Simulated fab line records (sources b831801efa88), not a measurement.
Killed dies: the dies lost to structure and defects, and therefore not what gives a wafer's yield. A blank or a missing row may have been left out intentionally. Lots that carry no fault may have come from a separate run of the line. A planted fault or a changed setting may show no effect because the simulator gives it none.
Which tool is to blame? + flow sky130 + 72 wafers from 24 lots sampled at 5 of the route's 708 steps

WHAT EACH GAUGE READ, for each wafer
SKY_POLY_GATE_THK_MEAS_04. Usual: POLY_GATE_CVD_03_THK gives 75.2 nm (standard deviation 0.76).
| lot  | measured     | on            | POLY_GATE_CVD_03_THK (nm) | flag |
|------|--------------|---------------|---------------------------|------|
| L074 | day 15 10:16 | film-metro-01 | 75.7 75.0 76.0            |      |
| L075 | day 15 15:40 | film-metro-02 | 73.8 74.5 74.3            |      |
| L076 | day 16 06:48 | film-metro-04 | 74.5 74.9 74.2            |      |
| L077 | day 16 23:20 | film-metro-04 | 74.8 74.5 74.4            |      |
| L078 | day 17 07:08 | film-metro-01 | 73.9 74.4 74.2            |      |
| L079 | day 17 12:07 | film-metro-04 | 75.8 75.4 75.3            |      |
| L080 | day 17 22:28 | film-metro-02 | 75.8 76.1 76.2            |      |
| L081 | day 18 06:50 | film-metro-04 | 74.9 75.6 75.2            |      |
| L082 | day 18 11:05 | film-metro-04 | 75.3 75.5 76.3            |      |
| L083 | day 18 23:40 | film-metro-01 | 76.0 76.5 76.2            |      |
| L084 | day 19 14:43 | film-metro-04 | 75.1 75.2 74.8            |      |
| L085 | day 19 20:25 | film-metro-04 | 73.7 74.1 74.1            |      |
| L086 | day 20 02:34 | film-metro-04 | 75.1 75.3 75.4            |      |
| L087 | day 20 15:00 | film-metro-01 | 74.4 74.3 74.1            |      |
| L088 | day 21 00:08 | film-metro-04 | 74.5 75.3 74.5            |      |
| L089 | day 21 05:52 | film-metro-01 | 75.3 75.0 74.8            |      |
| L090 | day 21 20:21 | film-metro-04 | 76.0 76.5 76.4            |      |
| L091 | day 22 12:01 | film-metro-04 | 75.8 75.7 75.4            |      |
| L092 | day 23 00:14 | film-metro-02 | 76.0 76.3 76.5            |      |
| L093 | day 22 21:49 | film-metro-04 | 76.2 76.5 75.7            |      |
| L094 | day 23 08:19 | film-metro-04 | 75.1 74.4 74.9            |      |
| L095 | day 23 19:37 | film-metro-02 | 75.3 76.1 75.4            |      |
| L096 | day 23 23:13 | film-metro-02 | 75.3 75.6 75.0            |      |
| L097 | day 24 10:20 | film-metro-04 | 75.6 75.3 76.1            |      |

SKY_LDD_P_CD_MEAS_07: the cd target is 380 nm. Usual: cd-nm 379.9 nm, standard deviation 2.3.
| lot  | measured     | on        | cd-nm (nm)        | flag |
|------|--------------|-----------|-------------------|------|
| L074 | day 19 09:57 | cd-sem-01 | 381.0 378.5 381.6 |      |
| L075 | day 19 16:43 | cd-sem-02 | 382.4 382.1 382.0 |      |
| L076 | day 20 07:24 | cd-sem-01 | 378.3 378.8 379.1 |      |
| L077 | day 21 03:26 | cd-sem-01 | 384.4 384.0 382.6 |      |
| L078 | day 21 11:39 | cd-sem-01 | 375.8 376.4 377.2 |      |
| L079 | day 21 16:59 | cd-sem-02 | 379.0 379.4 378.0 |      |
| L080 | day 22 03:30 | cd-sem-01 | 380.2 380.4 383.4 |      |
| L081 | day 22 10:47 | cd-sem-02 | 381.1 384.1 382.0 |      |
| L082 | day 22 17:33 | cd-sem-02 | 380.2 377.6 382.6 |      |
| L083 | day 23 03:42 | cd-sem-02 | 378.0 377.2 377.0 |      |
| L084 | day 23 19:21 | cd-sem-02 | 382.5 378.2 380.7 |      |
| L085 | day 24 02:15 | cd-sem-02 | 379.2 377.7 378.4 |      |
| L086 | day 24 07:13 | cd-sem-02 | 379.8 380.4 379.0 |      |
| L087 | day 24 20:03 | cd-sem-02 | 380.7 380.1 379.4 |      |
| L088 | day 25 05:23 | cd-sem-02 | 379.8 381.3 379.9 |      |
| L089 | day 25 11:18 | cd-sem-02 | 377.9 378.0 374.0 |      |
| L090 | day 26 00:56 | cd-sem-02 | 381.6 379.4 381.2 |      |
| L091 | day 26 15:20 | cd-sem-02 | 380.9 379.1 382.0 |      |
| L092 | day 27 02:37 | cd-sem-02 | 383.5 382.4 383.1 |      |
| L093 | day 27 00:53 | cd-sem-01 | 380.2 380.2 380.1 |      |
| L094 | day 27 09:24 | cd-sem-01 | 378.5 380.1 379.9 |      |
| L095 | day 27 19:07 | cd-sem-02 | 380.0 378.8 379.9 |      |
| L096 | day 27 21:28 | cd-sem-01 | 376.1 374.0 376.6 |      |
| L097 | day 28 07:56 | cd-sem-01 | 381.6 383.0 381.7 |      |

SKY_SD_N_OVL_MEAS_08. Usual: SD_N_OVL gives 0.9 nm (standard deviation 1.2).
| lot  | measured     | on         | SD_N_OVL (nm)  | flag |
|------|--------------|------------|----------------|------|
| L074 | day 28 17:40 | overlay-02 | 3.4 0.7 1.4    |      |
| L075 | day 28 23:31 | overlay-02 | 0.4 2.0 0.8    |      |
| L076 | day 29 14:08 | overlay-01 | 2.8 1.8 1.5    |      |
| L077 | day 30 06:22 | overlay-01 | 3.4 3.1 2.2    |      |
| L078 | day 30 14:54 | overlay-02 | 0.3 0.5 0.8    |      |
| L079 | day 30 18:43 | overlay-02 | 2.0 1.7 0.8    |      |
| L080 | day 31 02:22 | overlay-01 | 2.7 3.4 0.9    |      |
| L081 | day 31 09:58 | overlay-01 | 0.7 2.2 0.0    |      |
| L082 | day 31 16:40 | overlay-01 | 2.0 0.8 1.9    |      |
| L083 | day 32 01:52 | overlay-01 | 0.7 1.4 1.1    |      |
| L084 | day 32 11:19 | overlay-02 | 1.3 0.5 2.1    |      |
| L085 | day 33 00:49 | overlay-01 | -0.2 0.4 1.3   |      |
| L086 | day 33 02:50 | overlay-01 | 2.1 1.9 -0.8   |      |
| L087 | day 33 12:20 | overlay-02 | 0.1 1.8 -2.0   |      |
| L088 | day 33 18:55 | overlay-01 | 0.4 -0.7 1.2   |      |
| L089 | day 34 00:07 | overlay-02 | 0.7 0.1 1.6    |      |
| L090 | day 34 11:56 | overlay-02 | 1.6 2.0 1.4    |      |
| L091 | day 35 03:01 | overlay-01 | -0.2 -0.9 0.2  |      |
| L092 | day 35 13:47 | overlay-01 | 0.5 0.5 1.3    |      |
| L093 | day 35 12:07 | overlay-02 | -1.2 -1.4 -1.0 |      |
| L094 | day 35 19:37 | overlay-01 | 1.0 -0.8 2.3   |      |
| L095 | day 36 06:20 | overlay-02 | -1.5 -1.3 -0.1 |      |
| L096 | day 36 10:52 | overlay-02 | -0.4 -0.1 0.1  |      |
| L097 | day 36 18:22 | overlay-02 | 1.1 1.5 1.4    |      |

WHAT TOOL EACH LOT RAN ON (gives the tool, then ch and the chambers of the sampled wafers, and finally the start)
| lot  | SKY_FIELD_ISO_ETCH_17           | SKY_NWELL_STRIP_25                   |
|------|---------------------------------|--------------------------------------|
| L074 | rie-si-01 ch 0,1,2, day 2 04:10 | plasma-asher-03 ch 0, day 5 05:11    |
| L075 | rie-si-02 ch 0,1,3, day 2 09:13 | plasma-asher-03 ch 0,1, day 5 10:29  |
| L076 | rie-si-01 ch 1,2,3, day 2 14:43 | plasma-asher-01 ch 0,1, day 5 16:49  |
| L077 | rie-si-02 ch 0,1, day 2 19:55   | plasma-asher-02 ch 0,1, day 6 00:25  |
| L078 | rie-si-01 ch 1,2,3, day 3 02:01 | plasma-asher-01 ch 0,1, day 6 05:28  |
| L079 | rie-si-02 ch 1,3, day 3 06:16   | plasma-asher-01 ch 0,1, day 6 10:59  |
| L080 | rie-si-01 ch 0,3, day 3 11:37   | plasma-asher-03 ch 0,1, day 6 19:38  |
| L081 | rie-si-02 ch 1,3, day 3 18:34   | plasma-asher-01 ch 0,1, day 7 00:50  |
| L082 | rie-si-01 ch 0,2,3, day 3 21:40 | plasma-asher-02 ch 0,1, day 7 04:08  |
| L083 | rie-si-02 ch 1,2, day 4 04:01   | plasma-asher-01 ch 0,1, day 7 11:26  |
| L084 | rie-si-02 ch 0,3, day 4 11:22   | plasma-asher-02 ch 0,1, day 7 21:26  |
| L085 | rie-si-01 ch 0,1,2, day 4 15:40 | plasma-asher-01 ch 0,1, day 8 01:14  |
| L086 | rie-si-02 ch 0,2,3, day 4 19:43 | plasma-asher-03 ch 0,1, day 8 07:11  |
| L087 | rie-si-01 ch 0,1, day 5 00:28   | plasma-asher-03 ch 0,1, day 8 15:43  |
| L088 | rie-si-02 ch 0,3, day 5 04:46   | plasma-asher-03 ch 0,1, day 8 22:05  |
| L089 | rie-si-01 ch 0,1,2, day 5 11:16 | plasma-asher-03 ch 0, day 9 01:59    |
| L090 | rie-si-02 ch 1,3, day 5 15:28   | plasma-asher-01 ch 0,1, day 9 12:38  |
| L091 | rie-si-01 ch 1,3, day 5 21:37   | plasma-asher-03 ch 0,1, day 9 20:29  |
| L092 | rie-si-02 ch 2,3, day 6 05:04   | plasma-asher-01 ch 0,1, day 10 03:17 |
| L093 | rie-si-01 ch 1,2,3, day 6 07:34 | plasma-asher-02 ch 0,1, day 10 06:26 |
| L094 | rie-si-02 ch 0,2,3, day 6 12:07 | plasma-asher-03 ch 0,1, day 10 14:35 |
| L095 | rie-si-01 ch 1,2, day 6 18:13   | plasma-asher-02 ch 0,1, day 10 22:59 |
| L096 | rie-si-02 ch 0,1,2, day 6 22:37 | plasma-asher-01 ch 0, day 10 23:29   |
| L097 | rie-si-01 ch 0,3, day 7 05:55   | plasma-asher-02 ch 0,1, day 11 08:59 |
- SKY_FIELD_ISO_ETCH_17: etches Si in HBr/Cl2/O2, target depth 342 nm, time 97.7 s.
- SKY_NWELL_STRIP_25: strips in O2/N2.

WHAT THE TOOLS THEMSELVES READ (means of the sampled wafers that have a number; where no wafer has one, the mark that the record gives instead)
SKY_FIELD_ISO_ETCH_17. Usual: O2_flow_sccm 5.998 sccm, standard deviation 0.017; drypump-motor-current-A 5.8 A, standard deviation 0.31; oes-product-au 0.998 a.u., standard deviation 0.007; throttle-valve-pct 25.658 %, standard deviation 0.01.
| lot  | tool      | O2_flow_sccm (sccm) | drypump-motor-current-A (A) | oes-product-au (a.u.) | throttle-valve-pct (%) | flag |
|------|-----------|---------------------|-----------------------------|-----------------------|------------------------|------|
| L074 | rie-si-01 | 5.988               | 5.8                         | 0.995                 | 25.667                 |      |
| L075 | rie-si-02 | 5.991               | 5.7                         | 1.002                 | 25.660                 |      |
| L076 | rie-si-01 | 5.992               | 5.7                         | 0.991                 | 25.667                 |      |
| L077 | rie-si-02 | 5.988               | 6.1                         | 0.997                 | 25.669                 |      |
| L078 | rie-si-01 | 5.989               | 5.7                         | 0.998                 | 25.648                 |      |
| L079 | rie-si-02 | 6.005               | 5.9                         | 1.003                 | 25.651                 |      |
| L080 | rie-si-01 | 6.001               | 5.8                         | 0.996                 | 25.657                 |      |
| L081 | rie-si-02 | 5.996               | 5.9                         | 1.002                 | 25.652                 |      |
| L082 | rie-si-01 | 5.993               | 5.8                         | 1.004                 | 25.645                 |      |
| L083 | rie-si-02 | 5.996               | 6.2                         | 0.993                 | 25.658                 |      |
| L084 | rie-si-02 | 6.001               | 5.3                         | 0.999                 | 25.654                 |      |
| L085 | rie-si-01 | 6.000               | 5.8                         | 0.993                 | 25.664                 |      |
| L086 | rie-si-02 | 6.004               | 5.6                         | 1.003                 | 25.641                 |      |
| L087 | rie-si-01 | 6.030               | 5.9                         | 0.993                 | 25.653                 |      |
| L088 | rie-si-02 | 5.981               | 5.5                         | 1.001                 | 25.659                 |      |
| L089 | rie-si-01 | 6.002               | 5.8                         | 0.998                 | 25.674                 |      |
| L090 | rie-si-02 | 6.016               | 5.9                         | 1.001                 | 25.657                 |      |
| L091 | rie-si-01 | 5.981               | 5.7                         | 0.992                 | 25.663                 |      |
| L092 | rie-si-02 | 6.004               | 5.5                         | 0.997                 | 25.664                 |      |
| L093 | rie-si-01 | 6.008               | 5.7                         | 0.997                 | 25.656                 |      |
| L094 | rie-si-02 | 5.995               | 5.6                         | 1.004                 | 25.651                 |      |
| L095 | rie-si-01 | 5.988               | 5.7                         | 1.003                 | 25.655                 |      |
| L096 | rie-si-02 | 5.993               | 6.0                         | 0.994                 | 25.654                 |      |
| L097 | rie-si-01 | 5.999               | 5.8                         | 0.997                 | 25.661                 |      |

SKY_NWELL_STRIP_25. Usual: drypump-motor-current-A 5.9 A, standard deviation 0.54; o2-flow-sccm 3000 sccm, standard deviation 9.5; oes-product-au 0.722 a.u., standard deviation 0.0044; strip-time-to-endpoint-s 36.92 s, standard deviation 0.081.
| lot  | tool            | drypump-motor-current-A (A) | o2-flow-sccm (sccm) | oes-product-au (a.u.) | strip-time-to-endpoint-s (s) | flag |
|------|-----------------|-----------------------------|---------------------|-----------------------|------------------------------|------|
| L074 | plasma-asher-03 | 5.0                         | 2996                | 0.724                 | 36.87                        |      |
| L075 | plasma-asher-03 | 6.1                         | 3007                | 0.720                 | 36.87                        |      |
| L076 | plasma-asher-01 | 5.9                         | 2998                | 0.721                 | 36.87                        |      |
| L077 | plasma-asher-02 | 5.7                         | 2990                | 0.722                 | 36.84                        |      |
| L078 | plasma-asher-01 | 6.0                         | 2996                | 0.724                 | 36.90                        |      |
| L079 | plasma-asher-01 | 5.9                         | 3008                | 0.723                 | 36.89                        |      |
| L080 | plasma-asher-03 | 5.6                         | 2998                | 0.721                 | 36.92                        |      |
| L081 | plasma-asher-01 | 5.9                         | 2996                | 0.722                 | 37.04                        |      |
| L082 | plasma-asher-02 | 5.7                         | 3002                | 0.722                 | 36.92                        |      |
| L083 | plasma-asher-01 | 6.0                         | 3005                | 0.722                 | 36.89                        |      |
| L084 | plasma-asher-02 | 5.8                         | 2989                | 0.724                 | 37.02                        |      |
| L085 | plasma-asher-01 | 5.9                         | 3002                | 0.724                 | 37.00                        |      |
| L086 | plasma-asher-03 | 6.1                         | 2995                | 0.716                 | 36.90                        |      |
| L087 | plasma-asher-03 | 5.6                         | 2997                | 0.725                 | 37.06                        |      |
| L088 | plasma-asher-03 | 6.1                         | 2996                | 0.726                 | 36.77                        |      |
| L089 | plasma-asher-03 | 5.0                         | 2996                | 0.721                 | 36.97                        |      |
| L090 | plasma-asher-01 | 6.0                         | 3011                | 0.723                 | 36.99                        |      |
| L091 | plasma-asher-03 | 6.1                         | 3008                | 0.723                 | 36.87                        |      |
| L092 | plasma-asher-01 | 6.0                         | 3012                | 0.724                 | 36.92                        |      |
| L093 | plasma-asher-02 | 5.9                         | 3005                | 0.721                 | 36.94                        |      |
| L094 | plasma-asher-03 | 5.5                         | 3007                | 0.723                 | 36.94                        |      |
| L095 | plasma-asher-02 | 5.9                         | 2985                | 0.722                 | 36.94                        |      |
| L096 | plasma-asher-01 | 5.8                         | 2998                | 0.721                 | 36.89                        |      |
| L097 | plasma-asher-02 | 5.7                         | 3007                | 0.725                 | 36.84                        |      |

THE ANSWER, worked out from the rows above alone
Rule: a lot counts as off when the mean over its wafers that have a number is more than 3 standard deviations away from the usual mean. A lot without any number at a reading at which 4 lots or more have one is off too. All remaining lots with rows at the step are treated as sound. First the gauges in route order, then the tools' own readings, where a lot's mean is used as printed above. The first step at which some lot is off is used, and at that step the reading that is off furthest; a lot without a number counts as furthest.
No lot is off on any of the readings shown, so nothing can be concluded from this.

WHAT THE SIMULATOR HAD INSERTED
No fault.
